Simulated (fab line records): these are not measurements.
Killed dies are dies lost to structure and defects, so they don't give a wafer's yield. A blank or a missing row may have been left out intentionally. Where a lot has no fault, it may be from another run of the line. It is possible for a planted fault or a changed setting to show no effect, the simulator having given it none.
Chamber matching | flow gf180mcu | GF_V1_CMP_04 on cmp-01 has 4 sister chambers
The step polishes SiO2. 8 wafers are shown with their chamber, then 12 later ones without.

== WAFERS, EACH WITH ITS CHAMBER ==
wafer  | chamber | motor_current_A (A) | time_to_endpoint_s (s)
L078.3 | 1       | 14.0                | 75
L082.3 | 1       | 13.7                | 74
L086.1 | 0       | 13.7                | 72
L089.2 | 2       | 11.0                | 70
L089.6 | 2       | 11.3                | 75
L091.4 | 3       | 11.7                | 83
L091.5 | 3       | 11.0                | 88
L091.6 | 0       | 14.1                | 86

== WAFERS WITHOUT THEIR CHAMBER ==
wafer  | motor_current_A (A) | time_to_endpoint_s (s)
L092.1 | 14.3                | 85
L092.2 | 11.5                | 82
L092.5 | 13.4                | 88
L093.3 | 13.4                | 83
L093.4 | 11.2                | 86
L093.6 | 13.3                | 88
L094.3 | 13.2                | 74
L094.4 | 11.1                | 82
L094.5 | 12.4                | 79
L095.2 | 11.2                | 84
L095.3 | 14.1                | 83
L095.4 | 10.8                | 87

== EACH ONE'S CHAMBER ==
wafer  | from the rows above               | in truth
L092.1 | can't be placed: 0 or 1           | 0
L092.2 | can't be placed: 3 or 2           | 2
L092.5 | can't be placed: 0 or 1           | 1
L093.3 | can't be placed: 0 or 1           | 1
L093.4 | can't be placed: 3 or 2           | 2
L093.6 | can't be placed: 0 or 1           | 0
L094.3 | can't be placed: 1 or 0           | 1
L094.4 | can't be placed: 3 or 2           | 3
L094.5 | can't be placed: 3 or 2 or 1 or 0 | 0
L095.2 | can't be placed: 3 or 2           | 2
L095.3 | can't be placed: 0 or 1           | 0
L095.4 | can't be placed: 3 or 2           | 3
0 of 12 placed correctly. From these rows, 12 cannot be placed; in 12 the true chamber is one of the candidates. 0 placed wrongly.
How it was worked out, from the rows above alone: a wafer's distance from a chamber is the root of the sum, over the readings, of the square of ((its reading less the chamber's mean) divided by the reading's scatter). The wafer belongs to the nearest chamber; if the next one is less than 2 further off, it can't be placed. The mean given for a chamber averages the wafers shown for that chamber. How the scatter is found: for the shown wafers, subtract from each reading the mean of its chamber, square and add these, divide the total by (wafers less chambers), then take the root.
